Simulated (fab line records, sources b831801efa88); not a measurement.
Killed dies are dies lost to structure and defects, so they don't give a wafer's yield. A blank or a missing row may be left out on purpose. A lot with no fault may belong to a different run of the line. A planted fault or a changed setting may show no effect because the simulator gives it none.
Which tool did it?    flow sky130    Sampling: 10 lots, 30 wafers, 6 of 708 route steps

WHAT EACH GAUGE READ, for each wafer
No reading from a measuring or inspecting step in the record can be judged against a usual standard deviation.

WHICH TOOL RAN EACH LOT (tool, then ch and the chambers of the sampled wafers, then the start)
lot   SKY_METAL2_SPUTTER_04         SKY_METAL3_SPUTTER_00         SKY_METAL3_METAL_ETCH_18           SKY_METAL3_STRIP_19                   SKY_VIA3_ETCH_14                    SKY_PAD_OPEN_PROBE_99
L297  pvd sputter-04, day 34 18:57  pvd sputter-03, day 37 01:53  rie metal-01 ch 0,1, day 39 04:55  plasma asher-04 ch 0,1, day 39 05:05  rie diel-03 ch 0,1,3, day 40 07:08  -
L301  pvd sputter-03, day 36 05:13  pvd sputter-02, day 38 10:34  rie metal-01 ch 0,1, day 40 12:58  plasma asher-04 ch 0,1, day 40 13:08  rie diel-01 ch 0,1,3, day 41 15:20  -
L300  pvd sputter-04, day 36 05:40  pvd sputter-01, day 38 10:31  rie metal-01 ch 0,1, day 40 12:02  plasma asher-04 ch 1, day 40 12:13    rie diel-01 ch 2,3, day 41 13:50    prober-02, day 47 08:56
L304  pvd sputter-01, day 36 18:27  pvd sputter-03, day 38 23:45  rie metal-03 ch 0,1, day 41 02:04  plasma asher-01 ch 0,1, day 41 02:14  rie diel-01 ch 2,3, day 42 03:44    -
L305  pvd sputter-04, day 37 10:32  pvd sputter-03, day 39 15:22  rie metal-02 ch 0,1, day 41 17:17  plasma asher-01 ch 0,1, day 41 17:28  rie diel-03 ch 2,3, day 42 18:05    -
L309  pvd sputter-03, day 37 21:27  pvd sputter-01, day 40 02:08  rie metal-02 ch 0,1, day 42 03:01  plasma asher-01 ch 0,1, day 42 03:11  rie diel-02 ch 1,2,3, day 43 03:44  -
L313  pvd sputter-01, day 38 23:19  pvd sputter-03, day 41 02:59  rie metal-03 ch 0, day 43 04:08    plasma asher-02 ch 0,1, day 43 04:19  rie diel-02 ch 0,1, day 44 04:05    prober-02, day 49 12:57
L314  pvd sputter-04, day 39 11:11  pvd sputter-01, day 41 14:47  rie metal-02 ch 0,1, day 43 13:17  plasma asher-02 ch 0,1, day 43 13:28  rie diel-01 ch 0,1,2, day 44 12:42  -
L315  pvd sputter-01, day 39 17:12  pvd sputter-02, day 41 20:46  rie metal-02 ch 0, day 43 19:46    plasma asher-02 ch 0,1, day 43 19:56  rie diel-02 ch 2,3, day 44 19:11    -
L317  pvd sputter-04, day 40 12:05  pvd sputter-02, day 42 14:20  rie metal-03 ch 0,1, day 44 13:49  plasma asher-02 ch 0,1, day 44 13:59  rie diel-03 ch 1,2,3, day 45 12:26  -
- SKY_METAL2_SPUTTER_04: material TiN, target thk 70 nm, time 58.3 s.
- SKY_METAL3_SPUTTER_00: material Ti, target thk 15 nm, time 10 s.
- SKY_METAL3_METAL_ETCH_18: etches the open film in Cl2/BCl3, stops on SiO2, target depth 845 nm, time 183.1 s.
- SKY_METAL3_STRIP_19: strips in O2/N2.
- SKY_VIA3_ETCH_14: etches BARC in N2/H2, stops on SiO2, time 45.9 s, target depth 60 nm.
- SKY_PAD_OPEN_PROBE_99

WHAT THE TOOLS THEMSELVES READ (means of the sampled wafers that have a number; where no wafer has one, the mark that the record gives instead)
SKY_METAL2_SPUTTER_04. Usual: chamber pressure pa 0.4000 Pa, standard deviation 0.00085; throttle valve pct 29.6 %, standard deviation 0.86.
lot   tool            chamber pressure pa (Pa)  throttle valve pct (%)  flag
L297  pvd sputter-04  0.3996                    28.8                    
L301  pvd sputter-03  0.4001                    29.5                    
L300  pvd sputter-04  0.3999                    29.9                    
L304  pvd sputter-01  0.4002                    30.2                    
L305  pvd sputter-04  0.4000                    28.9                    
L309  pvd sputter-03  0.4004                    29.1                    
L313  pvd sputter-01  0.3997                    29.9                    
L314  pvd sputter-04  0.4004                    29.1                    
L315  pvd sputter-01  0.3993                    29.4                    
L317  pvd sputter-04  0.4001                    28.4                    

SKY_METAL3_SPUTTER_00. Usual: chamber pressure pa 0.3999 Pa, standard deviation 0.00084; throttle valve pct 30.0 %, standard deviation 1.1.
lot   tool            chamber pressure pa (Pa)  throttle valve pct (%)  flag
L297  pvd sputter-03  0.4006                    28.5                    
L301  pvd sputter-02  0.3996                    31.3                    
L300  pvd sputter-01  0.4002                    29.9                    
L304  pvd sputter-03  0.3997                    28.7                    
L305  pvd sputter-03  0.3995                    30.3                    
L309  pvd sputter-01  0.3996                    29.8                    
L313  pvd sputter-03  0.4002                    29.7                    
L314  pvd sputter-01  0.4005                    29.8                    
L315  pvd sputter-02  0.4000                    31.0                    
L317  pvd sputter-02  0.3997                    31.5                    

SKY_METAL3_METAL_ETCH_18. Usual: drypump motor current A 5.9 A, standard deviation 0.42; oes product au 0.868 a.u., standard deviation 0.0065; run length s 211.6 s, standard deviation 0.41; throttle valve pct 22.265 %, standard deviation 0.0092.
lot   tool          drypump motor current A (A)  oes product au (a.u.)  run length s (s)  throttle valve pct (%)  flag
L297  rie metal-01  6.2                          0.866                  211.6             22.270                  
L301  rie metal-01  6.2                          0.871                  211.5             22.269                  
L300  rie metal-01  6.2                          0.873                  211.5             22.265                  
L304  rie metal-03  5.4                          0.869                  211.3             22.265                  
L305  rie metal-02  5.6                          0.872                  211.7             22.258                  
L309  rie metal-02  5.8                          0.871                  211.4             22.274                  
L313  rie metal-03  5.3                          0.862                  211.7             22.263                  
L314  rie metal-02  5.6                          0.985                  190.9             22.267                  OFF
L315  rie metal-02  5.9                          0.904                  204.3             22.263                  OFF
L317  rie metal-03  5.5                          0.873                  210.9             22.266                  

SKY_METAL3_STRIP_19. Usual: drypump motor current A 5.68 A, standard deviation 0.24; oes product au 0.498 a.u., standard deviation 0.0071; strip time to endpoint s 6.42 s, standard deviation 0.12.
lot   tool             drypump motor current A (A)  oes product au (a.u.)  strip time to endpoint s (s)  flag
L297  plasma asher-04  5.77                         0.493                  6.41                          
L301  plasma asher-04  5.58                         0.495                  6.40                          
L300  plasma asher-04  5.91                         0.499                  6.50                          
L304  plasma asher-01  5.58                         0.501                  6.41                          
L305  plasma asher-01  5.63                         0.500                  6.39                          
L309  plasma asher-01  5.62                         0.498                  6.41                          
L313  plasma asher-02  5.62                         0.502                  6.47                          
L314  plasma asher-02  5.83                         0.523                  7.07                          OFF
L315  plasma asher-02  5.61                         0.518                  6.85                          OFF
L317  plasma asher-02  5.84                         0.491                  6.29                          

SKY_VIA3_ETCH_14. Usual: drypump motor current A 6.0 A, standard deviation 0.39; oes product au 0.854 a.u., standard deviation 0.0049; run length s 74.1 s, standard deviation 0.47; throttle valve pct 13.225 %, standard deviation 0.0085.
lot   tool         drypump motor current A (A)  oes product au (a.u.)  run length s (s)  throttle valve pct (%)  flag
L297  rie diel-03  6.3                          0.851                  74.3              13.225                  
L301  rie diel-01  6.1                          0.858                  73.8              13.227                  
L300  rie diel-01  5.8                          0.851                  73.9              13.224                  
L304  rie diel-01  5.5                          0.857                  74.1              13.223                  
L305  rie diel-03  5.9                          0.856                  73.6              13.223                  
L309  rie diel-02  5.8                          0.854                  74.0              13.224                  
L313  rie diel-02  5.7                          0.856                  74.3              13.222                  
L314  rie diel-01  5.9                          0.856                  74.3              13.224                  
L315  rie diel-02  6.0                          0.856                  73.8              13.222                  
L317  rie diel-03  6.0                          0.851                  74.1              13.225                  

SKY_PAD_OPEN_PROBE_99. Usual: defect limited yield 82.5 %, standard deviation 1.7; killed_at_M0_to_M3 43, standard deviation 6.1; killed_at_M4_up 3.5, standard deviation 2; killed at contacts 25, standard deviation 5.1; killed at front end 14, standard deviation 4.2; killed at other 0.3, standard deviation 0.55; killed dies 86, standard deviation 8.3; killed open 46, standard deviation 7.2; killed short 39, standard deviation 6; sort_bin_3_pad_short 0.9 %, standard deviation 0.42; sort_bin_5_function 10.3 %, standard deviation 1.4; sort_bin_6_memory 6.3 %, standard deviation 1.1; sort_bin_8_speed 0.00 %, standard deviation 0.017; sort n pass 406, standard deviation 8.3; sort yield pct 82.5 %, standard deviation 1.7.
lot   tool       defect limited yield (%)  killed_at_M0_to_M3  killed_at_M4_up  killed at contacts  killed at front end  killed at other  killed dies  killed open  killed short  sort_bin_3_pad_short (%)  sort_bin_5_function (%)  sort_bin_6_memory (%)  sort_bin_8_speed (%)  sort n pass  sort yield pct (%)  flag
L300  prober-02  81.7                      45                  5.7              24                  14                   0.3              90           45           45            1.1                       10.6                     6.6                    0.00                  402          81.7                
L313  prober-02  83.6                      41                  4.3              21                  15                   0.0              81           43           37            0.6                       9.7                      6.1                    0.00                  411          83.6                

THE ANSWER, worked out from the rows above alone
Rule: take the mean of a lot's wafers that have a number; if it is more than 3 standard deviations from the usual mean, the lot is off. A lot without any number at a reading at which 4 lots or more have one is off too. Any other lot the step has rows for is counted as sound. Order of review: gauges by route order, followed by the tools' own readings, for which a lot's mean as printed above is used. The first step at which some lot is off is used, and at that step the reading that is off furthest; a lot without a number counts as furthest.
Off: L314, L315 (SKY_METAL3_METAL_ETCH_18, run length s).
A tool fits if, at that step or a process step before it, it ran every lot that is off, and no sound lot after the first of them. One candidate fits, namely rie metal-02 at SKY_METAL3_METAL_ETCH_18. A fault onset in the window from L309 (day 42 03:01, its last sound lot) to L314 (day 43 13:17, its first lot off) fits.
The tool's own readings at SKY_METAL3_METAL_ETCH_18 bear it out: on the lots that are off they differ by more than 5 times the standard deviation of the sound lots' means. oes product au reads 0.945 a.u. there against 0.870 a.u. on the sound lots; run length s reads 197.6 s there against 211.4 s on the sound lots.

WHAT THE SIMULATOR HAD INSERTED
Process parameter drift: rie metal-02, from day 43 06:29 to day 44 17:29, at SKY_METAL3_METAL_ETCH_18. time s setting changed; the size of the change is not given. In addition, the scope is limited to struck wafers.
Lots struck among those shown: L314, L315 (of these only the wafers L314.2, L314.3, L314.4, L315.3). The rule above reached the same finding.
